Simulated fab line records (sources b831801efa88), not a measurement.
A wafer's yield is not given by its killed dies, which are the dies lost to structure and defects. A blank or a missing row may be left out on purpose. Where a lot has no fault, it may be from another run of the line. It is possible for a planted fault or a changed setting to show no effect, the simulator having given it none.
fab line records ; flow sky130
[record] lots = 5; wafers = 15; last_day = 49
route steps=708 shown PAD_OPEN@698
lots with no fault: from the same line, run without faults
start_h: hours from the record's first day to the start of the lot's first wafer shown ; wait_h: hours since the lot's step before ; " the same as in the row above ; L1.1+2: a row that stands for several wafers ; - no value, or no start was given ; * or withheld: withheld ; < > ~ a bound
route shown NAME@n: a module of which the file shows steps, and the number in the route of the first ; usual: mean/standard deviation of fault-free wafers ; same: alike in all rows ; chamber/n: place in a boat ; sites: readings site by site ; _std_site: their standard deviation ; _edge_site: the outer-site mean with the inner-site mean subtracted ; radius_mm: how far each site lies from the wafer's centre ; mask NAME#n: copy n ; behind: the most recent tool/chamber to have shaped the wafer ; hold: the reason the lot was held/the length of the hold in hours/how it ended ; device: transistor that didn't switch, given as n, p or np ; end of line: the same wafers' tests at the end of the route ; a step without rows: its recipe alone ; killed: dies that structure and defects cost at the first sort, which is not the same as the wafer's yield ; map: dies across one wafer; x = killed, . = not, _ = none there
set.NAME: the setting the step ran with; set.NAME@STEP: the setting that earlier step ran with ; model.NAME: the simulator's own value behind a step, which no gauge read
lots seen at some steps along the route; tables by step, rows by wafer
services: a tool's chamber out of use, with start hour (start_h, from the record's first day; less than 0 if before it), hours out, and reason
[[steps]]
[step SKY_PAD_OPEN_EXPOSE_04]
[recipe] mask_id = PDM; target_cd_nm = 60000; na = 0.57; dose_mj = 260
[usual] exposure_dose_mJ_cm2 = 259.97/0.25
lot.wafer;tool;chamber;start_h;wait_h;mask;exposure_dose_mJ_cm2
L074.1;iline_stepper-02;0;-;-;PDM#0;259.93
L074.4;iline_stepper-02;0;-;-;PDM#0;260.07
L074.5;iline_stepper-02;0;-;-;PDM#0;260.04
L081.4;iline_stepper-02;0;-;-;PDM#0;259.87
L081.5;iline_stepper-02;0;-;-;PDM#0;260.29
L081.6;iline_stepper-02;0;-;-;PDM#0;260.18
L082.4;iline_stepper-01;0;-;-;PDM#0;260.10
L082.5;iline_stepper-01;0;-;-;PDM#0;260.05
L082.6;iline_stepper-01;0;-;-;PDM#0;260.03
L087.1;iline_stepper-01;0;-;-;PDM#0;259.83
L087.3;iline_stepper-01;0;-;-;PDM#0;260.10
L087.6;iline_stepper-01;0;-;-;PDM#0;259.89
L091.2;iline_stepper-02;0;-;-;PDM#0;259.95
L091.4;iline_stepper-02;0;-;-;PDM#0;259.80
L091.6;iline_stepper-02;0;-;-;PDM#0;259.94
[step SKY_PAD_OPEN_PEB_05]
[recipe] temp_c = 115; time_s = withheld
[usual] heater_power_total_W = 69.34/0.13
lot.wafer;tool;chamber;start_h;wait_h;heater_power_total_W
L074.1;litho_track-04;0;-;-;69.50
L074.4;litho_track-04;0;-;-;69.42
L074.5;litho_track-04;0;-;-;69.13
L081.4;litho_track-01;0;-;-;69.31
L081.5;litho_track-01;0;-;-;69.40
L081.6;litho_track-01;0;-;-;69.39
L082.4;litho_track-03;0;-;-;69.19
L082.5;litho_track-03;0;-;-;69.23
L082.6;litho_track-03;0;-;-;69.30
L087.1;litho_track-03;0;-;-;69.52
L087.3;litho_track-03;0;-;-;69.22
L087.6;litho_track-03;0;-;-;69.43
L091.2;litho_track-03;0;-;-;69.29
L091.4;litho_track-03;0;-;-;69.20
L091.6;litho_track-03;0;-;-;69.43
[step SKY_PAD_OPEN_DEVELOP_06]
[recipe] develop_time_s = 60; dev_temp_c = 23
lot.wafer;tool;chamber;start_h;wait_h
L074.1+4+5;litho_track-04;0;-;-
L081.4+5+6;litho_track-01;0;-;-
L082.4+5+6;litho_track-03;0;-;-
L087.1+3+6;litho_track-03;0;-;-
L091.2+4+6;litho_track-03;0;-;-
[step SKY_PAD_OPEN_ETCH_07]
[recipe] chemistry = CF4/O2; target_depth_nm = 725; stop_on = AlCu; source_w = 800; bias_w = 150; pressure_mtorr = 150; cf4_flow_sccm = 80; O2_flow_sccm = 10; time_s = 161.1
[usual] drypump_motor_current_A = 5.8/0.45; oes_product_au = 0.977/0.0081; throttle_valve_pct = 5.965/0.0098
lot.wafer;tool;chamber;start_h;wait_h;drypump_motor_current_A;oes_product_au;rf_hours_counter_h;throttle_valve_pct
L074.1;rie_diel-04;3;1083.87;-;5.6;0.983;15;5.969
L074.4;rie_diel-04;2;1083.87;-;5.6;0.988;20;5.976
L074.5;rie_diel-04;2;1083.87;-;5.6;0.986;-;5.986
L081.4;rie_diel-01;3;1133.84;-;5.0;0.976;14;5.945
L081.5;rie_diel-01;2;1133.84;-;5.8;0.985;-;5.976
L081.6;rie_diel-01;3;1133.84;-;5.1;0.973;-;5.975
L082.4;rie_diel-03;1;1149.77;-;6.6;0.979;28;5.975
L082.5;rie_diel-03;3;1149.77;-;5.3;0.981;-;5.968
L082.6;rie_diel-03;0;1149.77;-;5.7;0.969;-;5.961
L087.1;rie_diel-03;3;1164.82;-;5.2;0.978;31;5.953
L087.3;rie_diel-03;2;1164.82;-;6.2;0.970;23;5.963
L087.6;rie_diel-03;0;1164.82;-;5.7;0.974;-;5.956
L091.2;rie_diel-03;2;1181.87;-;6.2;0.969;24;5.962
L091.4;rie_diel-03;1;1181.87;-;6.7;0.976;29;5.964
L091.6;rie_diel-03;3;1181.87;-;5.2;0.987;-;5.954
[step SKY_PAD_OPEN_STRIP_08]
[recipe] chemistry = O2/N2; power_w = 1400; pressure_mtorr = 1500; platen_temp_c = withheld; overash_fraction = 0.7; o2_flow_sccm = 3000; n2_flow_sccm = 300
[usual] drypump_motor_current_A = 5.7/0.5; oes_product_au = 0.663/0.0048; strip_time_to_endpoint_s = 37.08/0.088
lot.wafer;tool;chamber;start_h;wait_h;drypump_motor_current_A;oes_product_au;rf_hours_counter_h;strip_time_to_endpoint_s
L074.1;plasma_asher-03;0;1083.98;0.1;6.0;0.656;65;37.01
L074.4;plasma_asher-03;1;1083.98;0.1;5.9;0.668;-;36.97
L074.5;plasma_asher-03;0;1083.98;0.1;6.1;0.673;-;37.07
L081.4;plasma_asher-04;0;1133.98;0.1;6.1;0.663;-;37.23
L081.5;plasma_asher-04;1;1133.98;0.1;4.9;0.660;-;37.17
L081.6;plasma_asher-04;0;1133.98;0.1;6.1;0.661;-;37.27
L082.4;plasma_asher-02;1;1149.91;0.1;6.2;0.658;-;37.11
L082.5;plasma_asher-02;0;1149.91;0.1;5.1;0.661;-;37.03
L082.6;plasma_asher-02;1;1149.91;0.1;6.2;0.662;-;37.11
L087.1;plasma_asher-02;0;1164.93;0.1;5.1;0.660;41;37.07
L087.3;plasma_asher-02;1;1164.93;0.1;6.2;0.663;-;37.00
L087.6;plasma_asher-02;0;1164.93;0.1;5.1;0.659;-;37.06
L091.2;plasma_asher-02;1;1181.98;0.1;6.2;0.668;43;37.04
L091.4;plasma_asher-02;0;1181.98;0.1;5.1;0.657;-;36.98
L091.6;plasma_asher-02;0;1181.98;0.1;5.1;0.679;-;37.04
[step SKY_PAD_OPEN_STRIP_09]
[recipe] chemistry = post_etch_residue_remover; time_s = 1200; temp_c = 72.5
lot.wafer;tool;chamber;start_h;wait_h
L074.1+4+5;wet_bench-01;3;1084.08;0.1
L081.4+5+6;wet_bench-02;1;1134.05;0.0
L082.4+5+6;wet_bench-02;2;1149.98;0.0
L087.1+3+6;wet_bench-04;2;1165.10;0.1
L091.2+4+6;wet_bench-01;1;1182.08;0.1
[step SKY_PAD_OPEN_CLEAN_10]
[recipe] chemistry = IPA; time_s = 180; temp_c = 25
lot.wafer;tool;chamber;start_h;wait_h
L074.1+4+5;wet_bench-02;3;1084.45;0.0
L081.4+5+6;wet_bench-02;1;1134.39;0.0
L082.4+5+6;wet_bench-04;3;1150.32;0.0
L087.1+3+6;wet_bench-01;2;1165.45;0.0
L091.2+4+6;wet_bench-04;0;1182.45;0.0
[step SKY_PAD_OPEN_CLEAN_11]
[recipe] chemistry = O3/DIW; dry = n2_spin
lot.wafer;tool;chamber;start_h;wait_h
L074.1+4+5;wet_bench-04;2;1084.51;0.0
L081.4+5+6;wet_bench-02;0;1134.45;0.0
L082.4+5+6;wet_bench-02;1;1150.39;0.0
L087.1+3+6;wet_bench-01;2;1165.50;0.0
L091.2+4+6;wet_bench-01;1;1182.52;0.0
[step SKY_PAD_OPEN_ANNEAL_12]
[recipe] temp_c = 400; time_s = withheld; ambient = N2/H2; idle_temp_c = 300; ramp_up_c_per_min = 8; ramp_down_c_per_min = 4
[usual] ramp_up_c_per_min = 7.9998/0.0014; spike_tc_bottom_C = 423.1/2.6; tube_center_temp_C_max = 401.07/0.16; zone_power_lower_pct = 4.29/0.055; zone_power_upper_pct = 4.00/0.13
lot.wafer;tool;chamber;start_h;wait_h;ramp_up_c_per_min;spike_tc_bottom_C;tube_center_temp_C_max;zone_power_lower_pct;zone_power_upper_pct
L074.1;furnace-01;0;1084.61;0.0;8.0013;420.6;400.77;4.21;4.10
L074.4;furnace-01;0;1084.61;0.0;8.0007;419.9;401.01;4.26;4.12
L074.5;furnace-01;0;1084.61;0.0;8.0004;419.6;400.88;4.25;4.05
L081.4;furnace-02;0;1134.54;0.0;7.9986;426.1;401.21;4.39;3.87
L081.5;furnace-02;0;1134.54;0.0;8.0010;426.1;401.08;4.36;3.92
L081.6;furnace-02;0;1134.54;0.0;7.9999;424.0;401.40;4.29;3.85
L082.4;furnace-01;0;1150.48;0.0;7.9985;421.2;400.84;4.29;4.20
L082.5;furnace-01;0;1150.48;0.0;7.9986;420.9;400.97;4.27;4.16
L082.6;furnace-01;0;1150.48;0.0;8.0004;421.6;400.96;4.31;4.10
L087.1;furnace-02;0;1165.60;0.0;7.9988;427.5;401.31;4.37;3.77
L087.3;furnace-02;0;1165.60;0.0;7.9999;426.7;401.31;4.34;3.95
L087.6;furnace-02;0;1165.60;0.0;7.9969;427.1;401.31;4.35;3.90
L091.2;furnace-01;0;1182.62;0.0;8.0005;420.1;401.18;4.34;4.18
L091.4;furnace-01;0;1182.62;0.0;8.0019;422.4;400.96;4.26;4.11
L091.6;furnace-01;0;1182.62;0.0;7.9996;421.0;401.10;4.28;4.19
[step SKY_PAD_OPEN_BOW_MEAS_13]
[recipe] mode = bow
[usual] PAD_OPEN_BOW = 47/8.7
lot.wafer;tool;chamber;start_h;wait_h;PAD_OPEN_BOW[um]
L074.1;film_metro-01;-;1086.11;-;48
L074.4;film_metro-01;-;1086.11;-;33
L074.5;film_metro-01;-;1086.11;-;30
L081.4;film_metro-01;-;1136.10;-;48
L081.5;film_metro-01;-;1136.10;-;44
L081.6;film_metro-01;-;1136.10;-;43
L082.4;film_metro-03;-;1152.04;-;43
L082.5;film_metro-03;-;1152.04;-;49
L082.6;film_metro-03;-;1152.04;-;51
L087.1;film_metro-03;-;1167.10;-;40
L087.3;film_metro-03;-;1167.10;-;43
L087.6;film_metro-03;-;1167.10;-;34
L091.2;film_metro-01;-;1184.14;-;50
L091.4;film_metro-01;-;1184.14;-;67
L091.6;film_metro-01;-;1184.14;-;45
[step SKY_PAD_OPEN_PROBE_99]
[usual] defect_limited_yield = 82.0/1.9; killed_at_M0_to_M3 = 46/6.7; killed_at_M4_up = 3.3/2; killed_at_contacts = 24/5.4; killed_at_front_end = 15/4.3; killed_at_other = 0.4/0.64; killed_dies = 89/9.1; killed_open = 48/7.2; killed_short = 40/6.3; sort_bin_3_pad_short = 0.9/0.42; sort_bin_5_function = 10.8/1.5; sort_bin_6_memory = 6.4/1.1; sort_n_pass = 403/9.1; sort_yield_pct = 82.0/1.9
[same] gross_dies = 492; killed_at_back_side = 0; sort_bin_4_leakage[%] = 0; sort_bin_8_speed[%] = 0
lot.wafer;tool;chamber;start_h;wait_h;defect_limited_yield[%];killed_at_M0_to_M3;killed_at_M4_up;killed_at_contacts;killed_at_front_end;killed_at_other;killed_dies;killed_open;killed_short;sort_bin_3_pad_short[%];sort_bin_5_function[%];sort_bin_6_memory[%];sort_n_pass;sort_yield_pct[%]
L081.4;prober-01;-;1136.31;0.2;82.9;40;2;24;18;0;84;44;40;0;10.4;6.7;408;82.9
L081.5;prober-01;-;1136.36;0.2;85.4;38;1;17;15;1;72;36;36;1.2;7.7;5.7;420;85.4
L081.6;prober-01;-;1136.41;0.2;83.3;52;3;16;11;0;82;45;37;0.4;10.4;5.9;410;83.3
L091.6;prober-02;-;1184.49;0.2;80.7;58;2;24;10;1;95;58;36;0.8;13.2;5.3;397;80.7
// killed by level:class
L081.4 VIA1:geometric_particle:open=11 VIA3:geometric_particle:open=7 LI_CONTACT:geometric_particle:open=6 CONTACT:geometric_particle:open=6 CONTACT:geometric_particle:short=6 FIELD_ISO:geometric_particle:short=5 LI_CONTACT:geometric_particle:short=5 FIELD_ISO:geometric_particle:open=4
L081.5 VIA1:geometric_particle:open=8 LI_CONTACT:geometric_particle:open=6 CONTACT:geometric_particle:short=6 METAL1:geometric_particle:short=6 VIA1:geometric_particle:short=5 VIA2:geometric_particle:open=5 FIELD_ISO:geometric_particle:short=4 SPACER:geometric_particle:short=4
L081.6 VIA1:geometric_particle:open=13 VIA2:geometric_particle:open=10 CONTACT:geometric_particle:open=7 METAL1:geometric_particle:short=6 VIA3:geometric_particle:open=6 FIELD_ISO:geometric_particle:short=5 METAL2:geometric_particle:short=5 CONTACT:geometric_particle:short=4
L091.6 VIA2:geometric_particle:open=11 VIA1:geometric_particle:open=10 METAL1:geometric_particle:short=8 LI_CONTACT:geometric_particle:open=7 CONTACT:geometric_particle:open=6 VIA3:geometric_particle:open=5 POLY_GATE:geometric_particle:short=4 LOCAL_INTERCONNECT:geometric_particle:open=4
[[services]]
tool;chamber;start_h;hours;kind
rie_diel-01;-;1049.59;15.6;pm
furnace-01;-;1053.24;2.3;pm
iline_stepper-01;-;1054.43;4.5;repair
plasma_asher-04;-;1055.25;9.0;pm
furnace-01;-;1061.28;3.8;pm
plasma_asher-03;-;1087.81;0.7;repair
iline_stepper-02;-;1098.10;1.7;pm
rie_diel-01;3;1113.91;2.4;repair
iline_stepper-02;-;1114.56;3.1;repair
wet_bench-04;-;1118.33;1.2;repair
rie_diel-03;-;1119.59;2.1;repair
rie_diel-01;3;1120.89;7.2;repair
plasma_asher-03;-;1126.52;24.6;repair
furnace-02;-;1136.73;3.5;pm
iline_stepper-02;-;1157.30;4.4;pm
rie_diel-01;0;1157.46;5.1;repair
wet_bench-02;-;1161.99;4.4;pm
furnace-01;-;1164.16;12.3;pm
iline_stepper-01;-;1167.78;1.7;pm
plasma_asher-04;-;1177.61;2.8;pm
rie_diel-03;3;1182.39;-;clean
rie_diel-03;3;1182.39;-;consumable_replace:focus_ring
rie_diel-03;3;1182.39;20.6;scheduled_down
rie_diel-03;3;1182.39;20.6;vent_cycle
[[key]]
fault none
